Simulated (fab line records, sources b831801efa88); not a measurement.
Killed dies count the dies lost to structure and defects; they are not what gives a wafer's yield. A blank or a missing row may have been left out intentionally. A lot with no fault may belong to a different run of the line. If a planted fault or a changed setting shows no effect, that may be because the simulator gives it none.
A lot that was struck, set against a sound lot / flow gf180mcu / 18 out of 602 route steps
Sound: these wafers, L585.1, L585.3, L585.4. Struck: wafers L589.3, L589.5. The cause is named last.
At each step with rows: each side's tool, then ch and its chambers, then its first start. Under that, the readings that differ: sound wafers / struck wafers / difference of the means / sigmas: that difference in standard deviations of wafers without a fault.
alike: words and numbers the same on both sides, and readings whose means are apart by under 2 such deviations; not compared: readings that were withheld, readings missing a value for some wafer, numbers with overlapping values and no deviation given by the record, and bounds like >300 which may hide the same value.
The two part at a step that has a row with sigmas, a row that says differs or no value, or rows on one side only. Numbers that don't overlap but have no deviation are shown without sigmas and don't part them. A reading that every wafer of one side lacks parts them only if that side has two wafers or more.

first, 3 steps without rows for these wafers: GF_V2_EXPOSE_11 (exposes mask Via2, target cd 260 nm); GF_V2_PEB_12 (peb time 90 s); GF_V2_DEVELOP_13 (develop time 60 s).
GF_V2_CD_MEAS_14 targets a cd of 260 nm.
  sound: cd-sem-01 at day 23 11:34; struck: cd-sem-02 at day 25 08:40
  alike: cd-nm
GF_V2_OVL_MEAS_15:
  sound: overlay-02 at day 23 11:41; struck: overlay-02 at day 25 08:45
  alike: V2_OVL
GF_V2_ETCH_16: etches BARC in N2/H2.
  sound on rie-diel-01 ch 0,2,3, day 23 11:43; struck on rie-diel-02 ch 2,3, day 25 08:46
  alike: drypump-motor-current-A, oes-product-au, throttle-valve-pct
GF_V2_ETCH_17: etches SiO2 in C4F8/O2/Ar, stops on TiN, target depth 630 nm.
  sound on rie-diel-01 ch 0,2,3; struck on rie-diel-02 ch 2,3
  alike: oes-product-au
then, 3 steps without rows for these wafers: GF_V2_STRIP_18 (strips in O2/N2); GF_V2_STRIP_19 (strips in post etch residue remover, time 1200 s); GF_V2_CLEAN_20 (cleans in DIW).
GF_V2_SPUTTER_21: material Ti, target thk 15 nm, time 80.02 s.
  sound: pvd-sputter-04 at day 23 12:25; struck: pvd-sputter-03 at day 25 09:28
  alike: substrate-temp-c, throttle-valve-pct
GF_V2_SPUTTER_22: material TiN, target thk 10 nm, time 40 s.
  sound: pvd-sputter-04 at day 23 12:29; struck: pvd-sputter-03 at day 25 09:32
  alike: throttle-valve-pct
GF_V2_CVD_23: deposits W, target thk 350 nm, time 104.94 s.
  sound on cvd-w-02 ch 1, day 23 12:31; struck on cvd-w-01 ch 0,1, day 25 09:37
reading=model.W_of_V2_CVD_23.thk-nm (nm); sound=350.6 355 352.2; struck=471.7 472.3; difference=+119.4; sigmas=
  alike: chamber-pressure-Torr, heater-power-w
GF_V2_RS_MEAS_24: the measuring method here is four-point-probe.
  sound: film-metro-04 at day 23 12:44; struck: film-metro-01 at day 25 09:43
reading=V2_W_RS (ohm/sq); sound=0.327 0.324 0.326; struck=0.242 0.241; difference=-0.084; sigmas=-18
GF_V2_THK_MEAS_25: measures by xrf.
  sound: film-metro-04 at day 23 12:52; struck: film-metro-01 at day 25 09:49
reading=V2_W_THK (nm); sound=350 353 353; struck=488 484; difference=+134; sigmas=+25
GF_V2_CMP_26: polishes, stops on SiO2, t overpolish 15 s, target thk 0 nm.
  sound on cmp-02 ch 0,1,2, day 23 12:58; struck on cmp-01 ch 0,2, day 25 10:01
reading=head-pressure-psi (psi); sound=3.486 3.497 3.493; struck=3.516 3.514; difference=+0.023; sigmas=+3
reading=time-to-endpoint-s (s); sound=89 91 91; struck=122 113; difference=+27; sigmas=+7
  alike: motor-current-A, slurry-filter-dp-kPa
GF_M3_SPUTTER_00: material Ti, target thk 37.5 nm, time 150 s.
  sound: pvd-sputter-04 at day 23 13:13; struck: pvd-sputter-04 at day 25 10:10
  alike: substrate-temp-c, throttle-valve-pct
-- the record jumps here: 8 days lie between the struck wafers' starts before and after (it left off in module M3 and takes up again in module PASSIVATION, whose first step shown is number 602 of the route) --
GF_PASSIVATION_PROBE_99:
  only the struck wafers here have rows in the record (prober-02, day 32 23:39); the sound ones have none

== WHERE THEY PART ==
At GF_V2_RS_MEAS_24 first; at GF_PASSIVATION_PROBE_99 last (within this record only).

WHY: the cause the simulator had injected
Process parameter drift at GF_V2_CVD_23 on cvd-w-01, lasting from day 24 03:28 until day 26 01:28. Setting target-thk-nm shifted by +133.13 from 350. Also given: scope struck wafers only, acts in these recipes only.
